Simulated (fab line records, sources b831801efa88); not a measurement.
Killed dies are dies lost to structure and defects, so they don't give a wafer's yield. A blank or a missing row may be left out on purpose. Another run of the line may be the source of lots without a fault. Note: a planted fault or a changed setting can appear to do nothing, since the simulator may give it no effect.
What tool caused it? ; flow gf180mcu ; at 1 step of a route of 602, 6 lots with 18 wafers sampled

WHAT THE GAUGES SHOWED, per wafer
GF_STI_THK_MEAS_22.
lot;measured;on;STI_OXIDATION_01_THK (nm)
L265;day 2 13:38;film_metro-03;15.0 15.0 15.0
L267;day 2 23:48;film_metro-03;15.0 14.8 14.7
L270;day 3 14:44;film_metro-03;15.1 15.0 15.0
L274;day 4 12:39;film_metro-04;15.1 15.3 15.0
L281;day 5 23:08;film_metro-03;15.5 15.3 15.4
L284;day 6 15:49;film_metro-02;15.4 15.3 15.3

WHAT TOOL EACH LOT RAN ON (gives the tool, then ch and the chambers of the sampled wafers, and finally the start)
Before these readings, the record contains no process step.

THE ANSWER, worked out from the rows above alone
Rule: what is usual is taken from the lots themselves. The widest of any qualifying gaps counts: lots, ordered by their means at a reading, are off when they make up no more than a third of the lots, leave a main group of 4 or more, and stand apart from it by 3 or more times the standard deviation of that group's means. A main group whose means are all the same, to the digits that the tables above print for the reading, isn't used. A lot without any number at a reading at which 4 lots or more have one is off too. The other lots that the step has rows for count as sound.
Across all readings shown, no lot is off: no conclusion can be drawn from this.

WHAT HAD BEEN PUT IN BY THE SIMULATOR
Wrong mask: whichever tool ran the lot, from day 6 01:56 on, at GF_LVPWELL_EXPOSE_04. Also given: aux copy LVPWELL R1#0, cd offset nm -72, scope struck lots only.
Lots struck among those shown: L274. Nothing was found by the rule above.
